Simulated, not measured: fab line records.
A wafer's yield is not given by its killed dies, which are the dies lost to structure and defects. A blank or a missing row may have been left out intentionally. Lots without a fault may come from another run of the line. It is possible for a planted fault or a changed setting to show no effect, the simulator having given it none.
fab line records    flow sky130    part 1 of 2: steps 1 to 27 of 36
[record] lots = 5  wafers = 15  last_day = 50
route steps=708 shown LOCAL_INTERCONNECT@390 CONTACT@406
lots that met no fault: taken from a fault-free run of the same line
start_h: hours from the record's first day to the start of the lot's first wafer shown    wait_h: hours elapsed since this lot's preceding step    " same as the row above    L1.1+2: a single row standing in for several wafers    - no value present, or no start provided    * or withheld: withheld    < > ~ a bound
route shown NAME@n: a module of which the file shows steps, and the number in the route of the first    usual: mean/standard deviation of fault-free wafers    same: alike in all rows    chamber/n: place in a boat    sites: per-site readings    _std_site: how widely they spread, as a standard deviation    _edge_site: mean of outer sites minus mean of inner sites    radius_mm: how far each site lies from the wafer's centre    mask NAME#n: copy n    behind: the most recent tool/chamber to have shaped the wafer    hold: reason for holding the lot/hours on hold/outcome of the hold    device: names the non-switching transistor (n, p or np)    end of line: the tests these same wafers got at the end of their route    a step without rows: its recipe alone    killed: dies that structure and defects cost at the first sort, which is not the same as the wafer's yield    map: a wafer's dies, x killed, . not, _ none there
set.NAME: the run value of the setting; set.NAME@STEP: its run value at that earlier step    model.NAME: the simulator's own value behind a step, which no gauge read
lots at selected steps of the route; one table per step, one row per wafer
services: the hour from which a tool's chamber was out of use, counted from the record's first day as start_h (under 0 if before that day), plus the number of hours and why
[[steps]]
[step SKY_LOCAL_INTERCONNECT_DEHYDRATE_03]
[recipe] temp_c = 200  time_s = 60
lot.wafer   tool            chamber  start_h  wait_h
L081.3+4+6  litho_track-04  0        755.01   12.9
L082.1+2+3  litho_track-04  0        766.61   12.5
L089.1+4+5  litho_track-02  0        813.03   11.9
L090.3+4+5  litho_track-01  0        825.49   12.9
L097.3+5+6  litho_track-04  0        868.62   11.7
[step SKY_LOCAL_INTERCONNECT_HMDS_04]
[recipe] prime_time_s = 60  prime_temp_c = 120
[usual] prime_temp_c = 119.99/0.12
lot.wafer  tool            chamber  start_h  wait_h  prime_temp_c
L081.3     litho_track-04  0        755.16   0.1     120.03
L081.4     "               0        "        "       119.84
L081.6     "               0        "        "       119.76
L082.1     litho_track-04  0        766.76   0.1     119.84
L082.2     "               0        "        "       119.95
L082.3     "               0        "        "       119.98
L089.1     litho_track-02  0        813.18   0.1     119.96
L089.4     "               0        "        "       119.90
L089.5     "               0        "        "       119.86
L090.3     litho_track-01  0        825.64   0.1     120.04
L090.4     "               0        "        "       120.23
L090.5     "               0        "        "       120.03
L097.3     litho_track-04  0        868.77   0.1     119.87
L097.5     "               0        "        "       119.92
L097.6     "               0        "        "       120.06
[step SKY_LOCAL_INTERCONNECT_COAT_05]
[recipe] resist = BARC  temp_c = withheld  time_s = withheld  spin_rpm = 3000  resist_thk_nm = 60
[usual] spin_speed_rpm = 3000.1/2.3
lot.wafer  tool            chamber  start_h  wait_h  spin_speed_rpm
L081.3     litho_track-04  0        755.31   0.1     2996.4
L081.4     "               0        "        "       2997.3
L081.6     "               0        "        "       2999.8
L082.1     litho_track-04  0        766.91   0.1     3005.3
L082.2     "               0        "        "       2997.5
L082.3     "               0        "        "       2999.7
L089.1     litho_track-02  0        813.33   0.1     3000.3
L089.4     "               0        "        "       2998.0
L089.5     "               0        "        "       2999.4
L090.3     litho_track-01  0        825.79   0.1     2998.7
L090.4     "               0        "        "       2999.1
L090.5     "               0        "        "       3003.1
L097.3     litho_track-04  0        868.92   0.1     2998.9
L097.5     "               0        "        "       3000.7
L097.6     "               0        "        "       2997.8
[step SKY_LOCAL_INTERCONNECT_COAT_06]
[recipe] resist = KrF-thick  spin_rpm = 3000  resist_thk_nm = 450
[usual] spin_speed_rpm = 2999.9/1.9
lot.wafer  tool            chamber  start_h  wait_h  spin_speed_rpm
L081.3     litho_track-04  0        -        -       3000.5
L081.4     "               0        "        "       2998.3
L081.6     "               0        "        "       3002.7
L082.1     litho_track-04  0        -        -       3000.2
L082.2     "               0        "        "       3002.3
L082.3     "               0        "        "       3001.0
L089.1     litho_track-02  0        -        -       2999.2
L089.4     "               0        "        "       2996.5
L089.5     "               0        "        "       2999.8
L090.3     litho_track-01  0        -        -       2998.9
L090.4     "               0        "        "       3000.0
L090.5     "               0        "        "       3004.2
L097.3     litho_track-04  0        -        -       2998.8
L097.5     "               0        "        "       3000.4
L097.6     "               0        "        "       3001.6
[step SKY_LOCAL_INTERCONNECT_SOFTBAKE_07]
[recipe] temp_c = 100  time_s = 90  resist = KrF-thick
lot.wafer   tool            chamber  start_h  wait_h
L081.3+4+6  litho_track-04  0        -        -
L082.1+2+3  litho_track-04  0        -        -
L089.1+4+5  litho_track-02  0        -        -
L090.3+4+5  litho_track-01  0        -        -
L097.3+5+6  litho_track-04  0        -        -
[step SKY_LOCAL_INTERCONNECT_EXPOSE_08]
[recipe] mask_id = LI1M  na = 0.8  source_shape = annular  sigma_inner = 0.55  sigma_outer = 0.85  target_cd_nm = 170  dose_mj = 28
[usual] focus_offset_nm = -0.1/0.54
lot.wafer  tool            chamber  start_h  wait_h  mask    focus_offset_nm
L081.3     krf_scanner-02  0        -        -       LI1M#0  -0.1
L081.4     "               0        "        "       LI1M#0  0.9
L081.6     "               0        "        "       LI1M#0  0.7
L082.1     krf_scanner-02  0        -        -       LI1M#0  0.0
L082.2     "               0        "        "       LI1M#0  -0.3
L082.3     "               0        "        "       LI1M#0  -0.3
L089.1     krf_scanner-02  0        -        -       LI1M#0  0.6
L089.4     "               0        "        "       LI1M#0  0.0
L089.5     "               0        "        "       LI1M#0  -0.1
L090.3     krf_scanner-02  0        -        -       LI1M#0  -1.2
L090.4     "               0        "        "       LI1M#0  -0.7
L090.5     "               0        "        "       LI1M#0  -0.8
L097.3     krf_scanner-02  0        -        -       LI1M#0  -0.1
L097.5     "               0        "        "       LI1M#0  1.2
L097.6     "               0        "        "       LI1M#0  -0.1
[step SKY_LOCAL_INTERCONNECT_PEB_09]
[recipe] peb_temp_c = withheld  peb_time_s = withheld  resist = KrF-thick
lot.wafer   tool            chamber  start_h  wait_h
L081.3+4+6  litho_track-02  0        -        -
L082.1+2+3  litho_track-01  0        -        -
L089.1+4+5  litho_track-01  0        -        -
L090.3+4+5  litho_track-01  0        -        -
L097.3+5+6  litho_track-02  0        -        -
[step SKY_LOCAL_INTERCONNECT_DEVELOP_10]
[recipe] develop_time_s = 60  resist = KrF-thick  dev_temp_c = 21
[usual] developer_temp_C = 21.00/0.097
lot.wafer  tool            chamber  start_h  wait_h  developer_temp_C
L081.3     litho_track-02  0        -        -       20.96
L081.4     "               0        "        "       21.04
L081.6     "               0        "        "       21.10
L082.1     litho_track-01  0        -        -       20.88
L082.2     "               0        "        "       21.02
L082.3     "               0        "        "       21.00
L089.1     litho_track-01  0        -        -       20.99
L089.4     "               0        "        "       20.84
L089.5     "               0        "        "       20.99
L090.3     litho_track-01  0        -        -       21.09
L090.4     "               0        "        "       21.03
L090.5     "               0        "        "       21.09
L097.3     litho_track-02  0        -        -       21.13
L097.5     "               0        "        "       21.07
L097.6     "               0        "        "       21.27
[step SKY_LOCAL_INTERCONNECT_CD_MEAS_11]
[recipe] target_cd_nm = 170
[usual] cd_nm = 169.8/1.7
lot.wafer  tool       chamber  start_h  wait_h  cd_nm
L081.3     cd_sem-02  -        769.72   -       170.5
L081.4     "          -        "        "       170.8
L081.6     "          -        "        "       169.1
L082.1     cd_sem-02  -        781.34   -       168.5
L082.2     "          -        "        "       168.6
L082.3     "          -        "        "       168.9
L089.1     cd_sem-01  -        826.94   -       170.1
L089.4     "          -        "        "       170.4
L089.5     "          -        "        "       170.8
L090.3     cd_sem-02  -        838.58   -       172.0
L090.4     "          -        "        "       171.3
L090.5     "          -        "        "       170.6
L097.3     cd_sem-01  -        882.22   -       167.3
L097.5     "          -        "        "       167.1
L097.6     "          -        "        "       166.6
[step SKY_LOCAL_INTERCONNECT_OVL_MEAS_12]
[usual] LOCAL_INTERCONNECT_OVL = 3/4.4
lot.wafer  tool        chamber  start_h  wait_h  LOCAL_INTERCONNECT_OVL[nm]
L081.3     overlay-02  -        769.81   0.1     1
L081.4     "           -        "        "       -6
L081.6     "           -        "        "       5
L082.1     overlay-01  -        781.46   0.1     6
L082.2     "           -        "        "       4
L082.3     "           -        "        "       2
L089.1     overlay-02  -        827.06   0.1     1
L089.4     "           -        "        "       4
L089.5     "           -        "        "       4
L090.3     overlay-02  -        838.67   0.1     -2
L090.4     "           -        "        "       -5
L090.5     "           -        "        "       -2
L097.3     overlay-02  -        882.31   0.1     12
L097.5     "           -        "        "       3
L097.6     "           -        "        "       8
[step SKY_LOCAL_INTERCONNECT_ETCH_13]
[recipe] chemistry = N2/H2  target = BARC  ion_energy_ev = 200  bias_w = 100  pressure_mtorr = 30  n2_flow_sccm = 100  h2_flow_sccm = 200  icp_w = 500  stop_on = SiO2  time_s = 45.9  target_depth_a = 600
[usual] drypump_motor_current_A = 6.1/0.41  he_backside_leak_sccm = 3.36/0.2  oes_product_au = 0.855/0.0047  throttle_valve_pct = 13.224/0.009
lot.wafer  tool          chamber  start_h  wait_h  drypump_motor_current_A  he_backside_leak_sccm  oes_product_au  rf_hours_counter_h  throttle_valve_pct
L081.3     rie_metal-03  0        769.86   0.0     6.4                      3.25                   0.851           -                   13.224
L081.4     "             1        "        "       6.3                      3.80                   0.848           -                   13.231
L081.6     "             0        "        "       6.4                      3.25                   0.855           -                   13.221
L082.1     rie_metal-03  1        781.50   0.0     6.3                      3.70                   0.860           6                   13.228
L082.2     "             0        "        "       6.4                      3.23                   0.849           3                   13.230
L082.3     "             1        "        "       6.3                      3.50                   0.850           -                   13.211
L089.1     rie_metal-03  1        827.10   0.0     6.3                      3.47                   0.859           8                   13.224
L089.4     "             1        "        "       6.3                      3.25                   0.847           -                   13.220
L089.5     "             1        "        "       6.3                      3.57                   0.861           -                   13.223
L090.3     rie_metal-01  1        838.72   0.0     6.2                      3.32                   0.847           -                   13.212
L090.4     "             0        "        "       5.7                      3.46                   0.853           -                   13.231
L090.5     "             1        "        "       6.2                      3.43                   0.847           -                   13.213
L097.3     rie_metal-03  0        882.36   0.0     6.4                      3.14                   0.851           -                   13.228
L097.5     "             1        "        "       6.3                      3.58                   0.849           -                   13.237
L097.6     "             0        "        "       6.4                      3.08                   0.860           -                   13.221
[step SKY_LOCAL_INTERCONNECT_METAL_ETCH_14]
[recipe] target_depth_nm = 110  stop_on = PSG  chemistry = Cl2/BCl3  target = TiN  resist_sidewall_deg = 88  pressure_mtorr = 10  icp_w = 900  bias_w = 48.5  Cl2_flow_sccm = 60  bcl3_flow_sccm = 30  time_s = 31.4
[usual] drypump_motor_current_A = 6.1/0.41  he_backside_leak_sccm = 3.33/0.18  oes_product_au = 0.942/0.0074  throttle_valve_pct = 21.901/0.0097
lot.wafer  tool          chamber  start_h  wait_h  drypump_motor_current_A  he_backside_leak_sccm  oes_product_au  rf_hours_counter_h  throttle_valve_pct
L081.3     rie_metal-03  0        769.92   0.0     6.4                      3.21                   0.933           -                   21.902
L081.4     "             1        "        "       6.3                      3.40                   0.937           -                   21.925
L081.6     "             0        "        "       6.4                      3.30                   0.932           -                   21.916
L082.1     rie_metal-03  1        781.56   0.0     6.3                      3.59                   0.937           6                   21.917
L082.2     "             0        "        "       6.4                      3.20                   0.955           3                   21.895
L082.3     "             1        "        "       6.3                      3.72                   0.946           -                   21.887
L089.1     rie_metal-03  1        827.16   0.0     6.3                      3.53                   0.958           8                   21.896
L089.4     "             1        "        "       6.3                      3.64                   0.940           -                   21.893
L089.5     "             1        "        "       6.3                      3.52                   0.955           -                   21.888
L090.3     rie_metal-01  1        838.78   0.0     6.2                      3.45                   0.947           -                   21.902
L090.4     "             0        "        "       5.7                      3.19                   0.938           -                   21.898
L090.5     "             1        "        "       6.2                      3.36                   0.946           -                   21.906
L097.3     rie_metal-03  0        882.42   0.0     6.4                      3.09                   0.938           -                   21.905
L097.5     "             1        "        "       6.3                      3.47                   0.932           -                   21.910
L097.6     "             0        "        "       6.4                      3.12                   0.940           -                   21.904
[step SKY_LOCAL_INTERCONNECT_STRIP_15]
[recipe] chemistry = O2/N2  power_w = 1400  pressure_mtorr = 1500  platen_temp_c = withheld  o2_flow_sccm = 3000  n2_flow_sccm = 300  overash_fraction = 0.5
[usual] drypump_motor_current_A = 5.4/0.51  oes_product_au = 0.427/0.0046  strip_time_to_endpoint_s = 4.718/0.021
lot.wafer  tool             chamber  start_h  wait_h  drypump_motor_current_A  oes_product_au  rf_hours_counter_h  strip_time_to_endpoint_s
L081.3     plasma_asher-01  1        769.98   0.1     4.8                      0.430           -                   4.731
L081.4     "                0        "        "       5.9                      0.419           -                   4.733
L081.6     "                1        "        "       4.7                      0.431           -                   4.703
L082.1     plasma_asher-03  1        781.61   0.0     5.2                      0.433           35                  4.760
L082.2     "                0        "        "       5.2                      0.427           35                  4.703
L082.3     "                0        "        "       5.2                      0.427           -                   4.738
L089.1     plasma_asher-01  1        827.21   0.0     4.8                      0.432           8                   4.704
L089.4     "                0        "        "       5.9                      0.432           -                   4.742
L089.5     "                1        "        "       4.7                      0.432           -                   4.744
L090.3     plasma_asher-01  0        838.85   0.1     5.9                      0.422           -                   4.733
L090.4     "                1        "        "       4.7                      0.428           -                   4.733
L090.5     "                1        "        "       4.7                      0.425           -                   4.685
L097.3     plasma_asher-02  0        882.48   0.1     6.1                      0.431           -                   4.718
L097.5     "                0        "        "       6.1                      0.418           -                   4.726
L097.6     "                1        "        "       5.8                      0.429           -                   4.692
[step SKY_LOCAL_INTERCONNECT_STRIP_16]
[recipe] chemistry = post_etch_residue_remover  time_s = 1200  temp_c = 72.5
lot.wafer   tool          chamber  start_h  wait_h
L081.3+4+6  wet_bench-04  3        770.05   0.0
L082.1+2+3  wet_bench-03  3        781.76   0.1
L089.1+4+5  wet_bench-02  3        827.31   0.1
L090.3+4+5  wet_bench-04  1        838.91   0.0
L097.3+5+6  wet_bench-04  2        882.55   0.0
[step SKY_LOCAL_INTERCONNECT_CLEAN_17]
[recipe] chemistry = IPA  time_s = 180  temp_c = 25
lot.wafer   tool          chamber  start_h  wait_h
L081.3+4+6  wet_bench-02  2        770.42   0.0
L082.1+2+3  wet_bench-03  3        782.10   0.0
L089.1+4+5  wet_bench-04  0        827.68   0.0
L090.3+4+5  wet_bench-03  1        839.25   0.0
L097.3+5+6  wet_bench-02  1        882.89   0.0
[step SKY_LOCAL_INTERCONNECT_CLEAN_18]
[recipe] chemistry = O3/DIW  dry = n2_spin
lot.wafer   tool          chamber  start_h  wait_h
L081.3+4+6  wet_bench-04  3        770.48   0.0
L082.1+2+3  wet_bench-03  1        782.16   0.0
L089.1+4+5  wet_bench-02  3        827.74   0.0
L090.3+4+5  wet_bench-02  0        839.31   0.0
L097.3+5+6  wet_bench-03  3        882.95   0.0
[step SKY_CONTACT_CVD_00]
[recipe] material = Si3N4  target_thk_nm = 75  temp_c = 400  time_s = withheld  rf_w = 450
[usual] heater_power_w = 686/87
lot.wafer  tool      chamber  start_h  wait_h  heater_power_w
L081.3     pecvd-03  1        770.58   0.0     613
L081.4     "         0        "        "       630
L081.6     "         1        "        "       617
L082.1     pecvd-03  0        782.25   0.0     571
L082.2     "         2        "        "       555
L082.3     "         1        "        "       698
L089.1     pecvd-03  0        827.84   0.0     650
L089.4     "         1        "        "       678
L089.5     "         0        "        "       653
L090.3     pecvd-01  2        839.41   0.0     691
L090.4     "         0        "        "       895
L090.5     "         2        "        "       719
L097.3     pecvd-03  0        883.06   0.0     676
L097.5     "         2        "        "       521
L097.6     "         0        "        "       569
[step SKY_CONTACT_THK_MEAS_01]
[recipe] reads = Si3N4_of_CONTACT_CVD_00
[usual] CONTACT_CVD_00_THK = 75.1/0.91
lot.wafer  tool           chamber  start_h  wait_h  CONTACT_CVD_00_THK[nm]
L081.3     film_metro-04  -        770.64   -       75.0
L081.4     "              -        "        "       76.1
L081.6     "              -        "        "       75.8
L082.1     film_metro-04  -        782.28   -       74.9
L082.2     "              -        "        "       76.0
L082.3     "              -        "        "       75.1
L089.1     film_metro-04  -        827.88   -       73.7
L089.4     "              -        "        "       75.3
L089.5     "              -        "        "       76.4
L090.3     film_metro-04  -        839.47   -       75.0
L090.4     "              -        "        "       74.7
L090.5     "              -        "        "       76.5
L097.3     film_metro-03  -        883.11   -       75.2
L097.5     "              -        "        "       75.2
L097.6     "              -        "        "       75.1
[step SKY_CONTACT_HDPCVD_02]
[recipe] material = SiO2  target_thk_nm = 565  sigma_open_frac = 0.3  time_s = 94.2  temp_c = 600  sih4_flow_sccm = 60  pressure_mtorr = 6
lot.wafer   tool       chamber  start_h  wait_h
L081.3+4+6  hdpcvd-02  1,1,2    770.68   0.0
L082.1+2+3  hdpcvd-01  0,1,2    782.34   0.1
L089.1+4+5  hdpcvd-02  0,2,0    827.94   0.1
L090.3+4+5  hdpcvd-02  2,2,0    839.51   0.0
L097.3+5+6  hdpcvd-02  1,1,2    883.15   0.0
[step SKY_CONTACT_THK_MEAS_03]
[recipe] reads = SiO2_of_CONTACT_HDPCVD_02
[usual] CONTACT_HDPCVD_THK = 567/7.6
lot.wafer  tool           chamber  start_h  wait_h  CONTACT_HDPCVD_THK[nm]
L081.3     film_metro-04  -        770.76   0.1     563
L081.4     "              -        "        "       560
L081.6     "              -        "        "       563
L082.1     film_metro-01  -        782.41   0.0     577
L082.2     "              -        "        "       574
L082.3     "              -        "        "       563
L089.1     film_metro-01  -        828.01   0.0     555
L089.4     "              -        "        "       558
L089.5     "              -        "        "       557
L090.3     film_metro-04  -        839.59   0.1     564
L090.4     "              -        "        "       563
L090.5     "              -        "        "       561
L097.3     film_metro-01  -        883.24   0.1     572
L097.5     "              -        "        "       572
L097.6     "              -        "        "       563
[step SKY_CONTACT_CMP_04]
[recipe] material = SiO2  down_force_psi = 4  platen_rpm = 60  pad_velocity_m_s = 0.94248
[usual] edge_zone_pressure_frac = 0.999/0.005  head_pressure_psi = 4.000/0.0078  motor_current_A = 12.4/1.4  time_to_endpoint_s = 81/4.3
lot.wafer  tool    chamber  start_h  wait_h  edge_zone_pressure_frac  head_pressure_psi  motor_current_A  time_to_endpoint_s
L081.4     cmp-02  2        771.05   0.3     1.000                    4.005              11.0             83
L081.3     "       3        "        "       0.996                    4.000              10.8             81
L081.6     "       2        "        "       1.002                    4.000              11.2             81
L082.3     cmp-02  3        782.47   0.0     0.996                    3.991              11.6             79
L082.2     "       0        "        "       1.010                    3.988              12.2             86
L082.1     "       2        "        "       1.000                    3.999              11.7             89
L089.4     cmp-02  1        828.12   0.1     1.000                    4.002              15.4             81
L089.1     "       3        "        "       1.000                    3.999              12.0             84
L089.5     "       1        "        "       0.999                    3.995              15.8             77
L090.3     cmp-02  3        839.73   0.1     0.991                    3.994              11.9             82
L090.4     "       0        "        "       0.995                    3.998              12.3             81
L090.5     "       2        "        "       0.995                    4.006              11.3             82
L097.3     cmp-02  0        883.38   0.1     0.997                    3.995              12.1             88
L097.6     "       2        "        "       1.001                    3.996              11.7             83
L097.5     "       3        "        "       1.001                    3.997              11.9             88
[step SKY_CONTACT_BOW_MEAS_05]
[recipe] mode = bow
[usual] CONTACT_BOW = 81/6.5
lot.wafer  tool           chamber  start_h  wait_h  CONTACT_BOW[um]
L081.3     film_metro-01  -        771.39   0.2     74
L081.4     "              -        "        "       84
L081.6     "              -        "        "       86
L082.1     film_metro-04  -        782.77   0.1     82
L082.2     "              -        "        "       89
L082.3     "              -        "        "       80
L089.1     film_metro-04  -        828.37   0.1     72
L089.4     "              -        "        "       76
L089.5     "              -        "        "       75
L090.3     film_metro-01  -        839.97   0.2     72
L090.4     "              -        "        "       77
L090.5     "              -        "        "       79
L097.3     film_metro-01  -        883.62   0.2     81
L097.5     "              -        "        "       59
L097.6     "              -        "        "       80
[step SKY_CONTACT_DEHYDRATE_06]
[recipe] temp_c = 200  time_s = 60
lot.wafer   tool            chamber  start_h  wait_h
L081.3+4+6  litho_track-04  0        784.16   12.7
L082.1+2+3  litho_track-01  0        794.84   12.0
L089.1+4+5  litho_track-03  0        840.10   11.7
L090.3+4+5  litho_track-01  0        852.69   12.7
L097.3+5+6  litho_track-03  0        894.75   11.1
[step SKY_CONTACT_HMDS_07]
[recipe] prime_time_s = 60  prime_temp_c = 120
[usual] prime_temp_c = 120.01/0.14
lot.wafer  tool            chamber  start_h  wait_h  prime_temp_c
L081.3     litho_track-04  0        784.31   0.1     120.02
L081.4     "               0        "        "       120.02
L081.6     "               0        "        "       119.91
L082.1     litho_track-01  0        794.99   0.1     120.12
L082.2     "               0        "        "       119.99
L082.3     "               0        "        "       119.99
L089.1     litho_track-03  0        840.25   0.1     120.09
L089.4     "               0        "        "       120.13
L089.5     "               0        "        "       119.89
L090.3     litho_track-01  0        852.84   0.1     119.89
L090.4     "               0        "        "       120.00
L090.5     "               0        "        "       120.03
L097.3     litho_track-03  0        894.90   0.1     119.92
L097.5     "               0        "        "       119.99
L097.6     "               0        "        "       119.96
[step SKY_CONTACT_COAT_08]
[recipe] resist = BARC  temp_c = withheld  time_s = withheld  spin_rpm = 3000  resist_thk_nm = 60
[usual] spin_speed_rpm = 3000.1/2.3
lot.wafer  tool            chamber  start_h  wait_h  spin_speed_rpm
L081.3     litho_track-04  0        784.46   0.1     2999.3
L081.4     "               0        "        "       3000.9
L081.6     "               0        "        "       3001.3
L082.1     litho_track-01  0        795.14   0.1     2997.3
L082.2     "               0        "        "       2999.8
L082.3     "               0        "        "       2991.9
L089.1     litho_track-03  0        840.40   0.1     3002.5
L089.4     "               0        "        "       3000.5
L089.5     "               0        "        "       2996.4
L090.3     litho_track-01  0        852.99   0.1     2999.5
L090.4     "               0        "        "       3001.6
L090.5     "               0        "        "       2998.0
L097.3     litho_track-03  0        895.05   0.1     3001.5
L097.5     "               0        "        "       3001.8
L097.6     "               0        "        "       3000.0
[step SKY_CONTACT_COAT_09]
[recipe] resist = KrF-thick  spin_rpm = 3000  resist_thk_nm = 450
[usual] spin_speed_rpm = 3000.0/2
lot.wafer  tool            chamber  start_h  wait_h  spin_speed_rpm
L081.3     litho_track-04  0        -        -       2997.7
L081.4     "               0        "        "       2996.0
L081.6     "               0        "        "       3002.7
L082.1     litho_track-01  0        -        -       3001.6
L082.2     "               0        "        "       3002.0
L082.3     "               0        "        "       2999.7
L089.1     litho_track-03  0        -        -       2998.2
L089.4     "               0        "        "       2997.4
L089.5     "               0        "        "       3000.2
L090.3     litho_track-01  0        -        -       3003.8
L090.4     "               0        "        "       3001.1
L090.5     "               0        "        "       3000.1
L097.3     litho_track-03  0        -        -       3001.1
L097.5     "               0        "        "       2998.6
L097.6     "               0        "        "       3003.4
[step SKY_CONTACT_SOFTBAKE_10]
[recipe] temp_c = 100  time_s = 90  resist = KrF-thick
lot.wafer   tool            chamber  start_h  wait_h
L081.3+4+6  litho_track-04  0        -        -
L082.1+2+3  litho_track-01  0        -        -
L089.1+4+5  litho_track-03  0        -        -
L090.3+4+5  litho_track-01  0        -        -
L097.3+5+6  litho_track-03  0        -        -
